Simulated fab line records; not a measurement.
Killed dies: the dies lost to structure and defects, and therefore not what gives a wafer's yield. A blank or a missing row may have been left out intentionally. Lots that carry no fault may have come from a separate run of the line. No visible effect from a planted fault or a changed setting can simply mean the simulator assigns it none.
fab line records -- flow sky130
[record] lots = 15, wafers = 45, last_day = 51
route steps=708 shown NWELL@33 LDD_HVN@276 LI_CONTACT@365
lots untouched by any fault: they come from a run of this same line in which no faults occurred
start_h: hours from the record's opening day to when the first of the lot's shown wafers began -- wait_h: hours since the lot's step before -- " the same as in the row above -- L1.1+2: one row covering several wafers at once -- - no value, or no start given -- * or withheld: withheld -- < > ~ a bound
route shown NAME@n: NAME is a module with steps in the file, n the number in the route of the first one -- usual: mean and standard deviation over wafers with no fault -- same: alike in all rows -- chamber/n: place in a boat -- sites: each site's reading -- _std_site: the standard deviation of these -- _edge_site: outer sites' mean less inner sites' -- radius_mm: for every site, how far away it sits from the centre of the wafer -- mask NAME#n: copy n -- behind: the most recent tool/chamber to have shaped the wafer -- hold: why the lot went on hold/how many hours it stayed there/how the hold came to an end -- device: the transistor (n, p or np) that didn't switch -- end of line: tests run on the same wafers once the route is complete -- where a step has no rows: the recipe by itself -- killed: dies lost to structure and defects at the first sort, not the wafer's yield -- map: a wafer's dies, marking killed ones x, the rest . and places with no die _
set.NAME: the setting as run; set.NAME@STEP: as run at that earlier step -- model.NAME: the simulator's own value behind a step, which no gauge read
one table for each step of the route and one row for each wafer, over a sample of lots
services: when a tool's chamber went out of use (start_h, in hours from the record's first day, below 0 if earlier), for how many hours, and the reason
[[steps]]
[step SKY_NWELL_OXIDATION_01]
[recipe] temp_c = 900, ambient = O2, stabilise_s = 600, purge_s = 300, target_thk_a = 100, ox_time_s = 1418
[usual] ox_temp_c = 900.1/0.51, ox_temp_c_max = 905.6/2.6, spike_tc_centre_C = 899.6/1.5
lot.wafer,tool,chamber,start_h,wait_h,ox_temp_c,ox_temp_c_max,spike_tc_centre_C
L688.2,furnace-02,0,32.51,0.0,900.4,909.4,897.6
L688.3,furnace-02,0,32.51,0.0,900.8,907.4,897.5
L688.6,furnace-02,0,32.51,0.0,899.2,907.8,902.0
L690.1,furnace-01,0,47.70,0.8,900.7,903.6,902.7
L690.2,furnace-01,0,47.70,0.8,899.3,902.5,899.8
L690.5,furnace-01,0,47.70,0.8,899.5,902.0,900.2
L691.4,furnace-02,0,52.08,0.3,900.6,907.3,897.8
L691.5,furnace-02,0,52.08,0.3,900.7,909.0,898.1
L691.6,furnace-02,0,52.08,0.3,900.2,906.7,899.2
L692.3,furnace-02,0,56.63,1.0,899.5,906.9,898.6
L692.4,furnace-02,0,56.63,1.0,899.7,908.1,899.6
L692.6,furnace-02,0,56.63,1.0,899.6,906.3,899.1
L695.3,furnace-02,0,71.70,0.6,899.8,906.6,900.5
L695.5,furnace-02,0,71.70,0.6,899.6,908.7,898.3
L695.6,furnace-02,0,71.70,0.6,900.1,905.8,897.9
L696.3,furnace-02,0,76.22,0.5,900.7,908.6,900.0
L696.5,furnace-02,0,76.22,0.5,900.4,907.2,898.1
L696.6,furnace-02,0,76.22,0.5,900.3,908.1,898.7
L698.1,furnace-02,0,89.36,2.5,901.0,908.1,896.1
L698.3,furnace-02,0,89.36,2.5,899.3,907.2,899.0
L698.5,furnace-02,0,89.36,2.5,900.1,908.7,898.7
L699.1,furnace-01,0,97.06,1.0,899.5,902.5,899.0
L699.2,furnace-01,0,97.06,1.0,899.6,902.8,900.2
L699.4,furnace-01,0,97.06,1.0,900.2,903.9,900.2
L700.1,furnace-01,0,98.79,0.0,900.1,903.5,900.3
L700.3,furnace-01,0,98.79,0.0,899.8,903.4,899.2
L700.6,furnace-01,0,98.79,0.0,900.1,903.3,901.1
L702.2,furnace-01,-,108.64,1.4,-,-,-
L702.3,furnace-01,-,108.64,1.4,-,-,-
L702.6,furnace-01,-,108.64,1.4,-,-,-
L703.2,furnace-01,-,120.11,3.1,-,-,-
L703.5,furnace-01,-,120.11,3.1,-,-,-
L703.6,furnace-01,-,120.11,3.1,-,-,-
L704.2,furnace-01,-,126.85,0.9,-,-,-
L704.3,furnace-01,-,126.85,0.9,-,-,-
L704.4,furnace-01,-,126.85,0.9,-,-,-
L705.2,furnace-01,0,126.85,0.9,898.8,901.6,900.8
L705.3,furnace-01,0,126.85,0.9,899.3,902.4,899.6
L705.5,furnace-01,0,126.85,0.9,899.4,902.7,901.2
L710.1,furnace-01,0,167.51,2.1,900.6,903.9,902.8
L710.2,furnace-01,0,167.51,2.1,900.4,903.9,899.9
L710.6,furnace-01,0,167.51,2.1,900.2,904.9,899.9
L711.1,furnace-01,0,167.51,2.1,900.2,903.6,902.4
L711.4,furnace-01,0,167.51,2.1,899.8,903.2,900.6
L711.5,furnace-01,0,167.51,2.1,900.6,903.4,898.7
[step SKY_LDD_HVN_STRIP_09]
[recipe] chemistry = O2/N2, power_w = 1400, pressure_mtorr = 1500, platen_temp_c = withheld, o2_flow_sccm = 3000, n2_flow_sccm = 300, overash_fraction = 0.5
[usual] drypump_motor_current_A = 6.0/0.34, oes_product_au = 0.408/0.0047, strip_time_to_endpoint_s = 4.135/0.015
lot.wafer,tool,chamber,start_h,wait_h,drypump_motor_current_A,oes_product_au,rf_hours_counter_h,strip_time_to_endpoint_s
L688.2,plasma_asher-01,1,451.66,0.1,5.6,0.417,2,4.122
L688.3,plasma_asher-01,0,451.66,0.1,6.3,0.411,-,4.132
L688.6,plasma_asher-01,0,451.66,0.1,6.3,0.406,-,4.110
L690.1,plasma_asher-02,0,476.86,0.1,6.1,0.411,65,4.099
L690.2,plasma_asher-02,1,476.86,0.1,6.3,0.411,65,4.113
L690.5,plasma_asher-02,1,476.86,0.1,6.3,0.407,-,4.105
L691.4,plasma_asher-03,1,491.10,0.1,6.4,0.409,-,4.115
L691.5,plasma_asher-03,1,491.10,0.1,6.4,0.406,-,4.121
L691.6,plasma_asher-03,0,491.10,0.1,5.5,0.407,-,4.118
L692.3,plasma_asher-01,1,504.85,0.1,5.6,0.411,-,4.117
L692.4,plasma_asher-01,0,504.85,0.1,6.3,0.409,-,4.132
L692.6,plasma_asher-01,0,504.85,0.1,6.3,0.410,-,4.129
L695.3,plasma_asher-03,1,528.08,0.1,6.4,0.402,-,4.150
L695.5,plasma_asher-03,1,528.08,0.1,6.5,0.407,-,4.118
L695.6,plasma_asher-03,0,528.08,0.1,5.4,0.407,-,4.137
L696.3,plasma_asher-02,0,536.33,0.1,6.0,0.411,-,4.131
L696.5,plasma_asher-02,1,536.33,0.1,6.2,0.414,-,4.132
L696.6,plasma_asher-02,0,536.33,0.1,6.1,0.398,-,4.147
L698.1,plasma_asher-02,1,559.46,0.1,6.3,0.410,74,4.107
L698.3,plasma_asher-02,0,559.46,0.1,6.1,0.400,-,4.135
L698.5,plasma_asher-02,1,559.46,0.1,6.3,0.410,-,4.138
L700.1,plasma_asher-01,1,567.61,0.1,5.6,0.410,14,4.125
L700.3,plasma_asher-01,0,567.61,0.1,6.3,0.407,-,4.129
L700.6,plasma_asher-01,1,567.61,0.1,5.6,0.411,-,4.138
L699.1,plasma_asher-02,1,573.00,0.1,6.2,0.408,75,4.132
L699.2,plasma_asher-02,0,573.00,0.1,6.1,0.414,75,4.145
L699.4,plasma_asher-02,1,573.00,0.1,6.2,0.413,-,4.137
L705.2,plasma_asher-01,1,619.86,0.1,5.6,0.418,20,4.138
L705.3,plasma_asher-01,1,619.86,0.1,5.6,0.409,-,4.136
L705.5,plasma_asher-01,0,619.86,0.1,6.3,0.403,-,4.129
L711.1,plasma_asher-02,1,674.67,0.1,6.2,0.406,86,4.120
L711.4,plasma_asher-02,0,674.67,0.1,6.1,0.399,-,4.128
L711.5,plasma_asher-02,0,674.67,0.1,6.1,0.406,-,4.131
L710.1,plasma_asher-01,1,705.31,0.1,5.6,0.404,26,4.116
L710.2,plasma_asher-01,0,705.31,0.1,6.3,0.415,26,4.143
L710.6,plasma_asher-01,0,705.31,0.1,6.3,0.404,-,4.122
[step SKY_LI_CONTACT_BOW_MEAS_03]
[recipe] mode = bow
[usual] LI_CONTACT_BOW = 55/7.2
lot.wafer,tool,chamber,start_h,wait_h,LI_CONTACT_BOW[um]
L688.2,film_metro-02,-,639.19,0.2,55
L688.3,film_metro-02,-,639.19,0.2,57
L688.6,film_metro-02,-,639.19,0.2,64
L690.1,film_metro-02,-,660.31,0.2,42
L690.2,film_metro-02,-,660.31,0.2,42
L690.5,film_metro-02,-,660.31,0.2,62
L691.4,film_metro-01,-,674.67,0.3,70
L691.5,film_metro-01,-,674.67,0.3,47
L691.6,film_metro-01,-,674.67,0.3,44
L692.3,film_metro-01,-,706.56,0.3,56
L692.4,film_metro-01,-,706.56,0.3,61
L692.6,film_metro-01,-,706.56,0.3,70
L695.3,film_metro-02,-,708.68,0.2,52
L695.5,film_metro-02,-,708.68,0.2,58
L695.6,film_metro-02,-,708.68,0.2,54
L696.3,film_metro-04,-,715.30,0.3,56
L696.5,film_metro-04,-,715.30,0.3,46
L696.6,film_metro-04,-,715.30,0.3,57
L698.1,film_metro-02,-,737.89,0.2,62
L698.3,film_metro-02,-,737.89,0.2,61
L698.5,film_metro-02,-,737.89,0.2,58
L700.1,film_metro-04,-,744.84,0.2,55
L700.3,film_metro-04,-,744.84,0.2,62
L700.6,film_metro-04,-,744.84,0.2,56
L699.1,film_metro-01,-,750.49,0.1,43
L699.2,film_metro-01,-,750.49,0.1,52
L699.4,film_metro-01,-,750.49,0.1,50
L705.2,film_metro-04,-,793.74,0.3,49
L705.3,film_metro-04,-,793.74,0.3,47
L705.5,film_metro-04,-,793.74,0.3,44
L711.1,film_metro-02,-,842.19,0.1,50
L711.4,film_metro-02,-,842.19,0.1,51
L711.5,film_metro-02,-,842.19,0.1,72
L710.1,film_metro-04,-,870.25,0.2,43
L710.2,film_metro-04,-,870.25,0.2,60
L710.6,film_metro-04,-,870.25,0.2,58
[step SKY_LI_CONTACT_CMP_24]
[recipe] stop_on = PSG, t_overpolish_s = 20, down_force_psi = 3.5, platen_rpm = 60, target_thk_nm = 0, pad_velocity_m_s = 0.94248
[usual] motor_current_A = 11.9/0.93, overpolish_run_s = 20.000/0.0092, time_to_endpoint_s = 96/4.1
lot.wafer,tool,chamber,start_h,wait_h,motor_current_A,overpolish_run_s,time_to_endpoint_s
L688.2,cmp-01,2,668.25,0.0,12.2,19.997,97
L688.3,cmp-01,3,668.25,0.0,12.0,20.002,96
L688.6,cmp-01,2,668.25,0.0,11.9,20.013,93
L690.1,cmp-02,3,689.85,0.1,12.1,20.006,101
L690.2,cmp-02,1,689.85,0.1,10.2,20.004,99
L690.5,cmp-02,2,689.85,0.1,10.8,20.002,100
L691.4,cmp-02,3,703.75,0.2,12.6,20.020,100
L691.6,cmp-02,0,703.75,0.2,12.6,19.995,96
L691.5,cmp-02,1,703.75,0.2,10.7,20.005,98
L692.4,cmp-02,1,735.73,0.1,10.1,19.991,94
L692.3,cmp-02,2,735.73,0.1,11.5,20.011,87
L692.6,cmp-02,1,735.73,0.1,10.6,19.994,93
L695.3,cmp-01,3,737.66,0.0,11.9,19.997,91
L695.6,cmp-01,3,737.66,0.0,11.5,19.999,94
L695.5,cmp-01,0,737.66,0.0,13.4,20.010,89
L696.3,cmp-02,2,743.75,0.0,11.4,19.994,101
L696.5,cmp-02,2,743.75,0.0,10.8,19.996,98
L696.6,cmp-02,3,743.75,0.0,12.4,19.988,102
L698.1,cmp-02,2,766.40,0.1,11.0,19.996,101
L698.3,cmp-02,3,766.40,0.1,12.2,20.000,104
L698.5,cmp-02,2,766.40,0.1,11.2,20.003,102
L700.1,cmp-02,3,772.55,0.1,12.3,19.996,99
L700.3,cmp-02,0,772.55,0.1,12.2,19.990,93
L700.6,cmp-02,0,772.55,0.1,11.6,19.986,99
L699.2,cmp-02,1,777.69,0.0,10.7,20.002,102
L699.4,cmp-02,2,777.69,0.0,11.3,20.020,102
L699.1,cmp-02,0,777.69,0.0,12.2,19.999,102
L705.2,cmp-02,3,821.25,0.1,11.8,20.013,96
L705.3,cmp-02,0,821.25,0.1,12.1,20.005,94
L705.5,cmp-02,2,821.25,0.1,12.0,19.977,93
L711.1,cmp-01,1,868.40,0.1,11.4,19.993,96
L711.4,cmp-01,0,868.40,0.1,14.0,19.976,94
L711.5,cmp-01,2,868.40,0.1,11.4,19.990,93
L710.1,cmp-01,1,897.80,0.1,11.9,20.003,95
L710.2,cmp-01,0,897.80,0.1,13.8,20.001,95
L710.6,cmp-01,2,897.80,0.1,12.2,20.004,97
[[services]]
tool,chamber,start_h,hours,kind
furnace-01,-,11.63,3.6,pm
cmp-02,-,28.61,3.4,repair
cmp-02,-,33.00,0.5,repair
cmp-02,-,69.62,51.3,repair
furnace-01,-,112.61,4.8,pm
furnace-01,-,179.52,2.8,pm
cmp-02,-,232.29,4.0,pm
cmp-02,-,262.34,3.3,pm
cmp-02,-,274.21,1.3,repair
cmp-02,-,305.51,1.0,repair
cmp-02,-,318.71,1.8,repair
furnace-01,-,348.22,4.1,pm
cmp-02,-,393.34,5.9,repair
furnace-01,-,394.32,3.9,pm
cmp-02,-,398.40,1.1,repair
furnace-01,-,405.28,4.0,pm
cmp-02,-,413.93,9.1,pm
cmp-02,-,424.99,1.5,repair
furnace-01,-,515.52,2.6,pm
cmp-02,-,572.29,4.0,pm
cmp-02,-,586.69,1.1,repair
furnace-01,-,676.66,3.3,pm
furnace-01,-,684.44,3.8,pm
furnace-01,-,851.52,2.7,pm
[[key]]
[first_sign] step = SKY_NWELL_OXIDATION_01, reading = tool_record, direction = missing
effect none on later readings
met_at SKY_NWELL_OXIDATION_01
struck_lots L702,L703,L704
later_rows_left_out L702.2,L702.3,L702.6,L703.2,L703.5,L703.6,L704.2,L704.3,L704.4
sort_left_out L702.2,L702.3,L702.6,L703.2,L703.5,L703.6,L704.2,L704.3,L704.4
tester_left_out L702,L703,L704
not_acting_at SKY_LDD_HVN_STRIP_09,SKY_LI_CONTACT_BOW_MEAS_03,SKY_LI_CONTACT_CMP_24
onset_between 98.79 108.64
[fault] kind = skipped_step_whole, tool = furnace-01, chamber = -, onset_h = 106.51, steps = SKY_NWELL_OXIDATION_01, scope = struck_lots_only
// tester_left_out: of these lots the tester's yield and bins aren't shown, on N5 and GAA mostly nor the transistor test; their killed dies are dies lost to structure and defects alone, not to doping, threshold or leakage, so they don't give the yield
// sort_left_out: the simulated sort isn't trusted on such a fault, so these wafers' sort isn't shown, and their yield isn't known
// later_rows_left_out: the simulator's readings of these wafers behind a module that went badly wrong aren't trusted and aren't shown, but for the sort
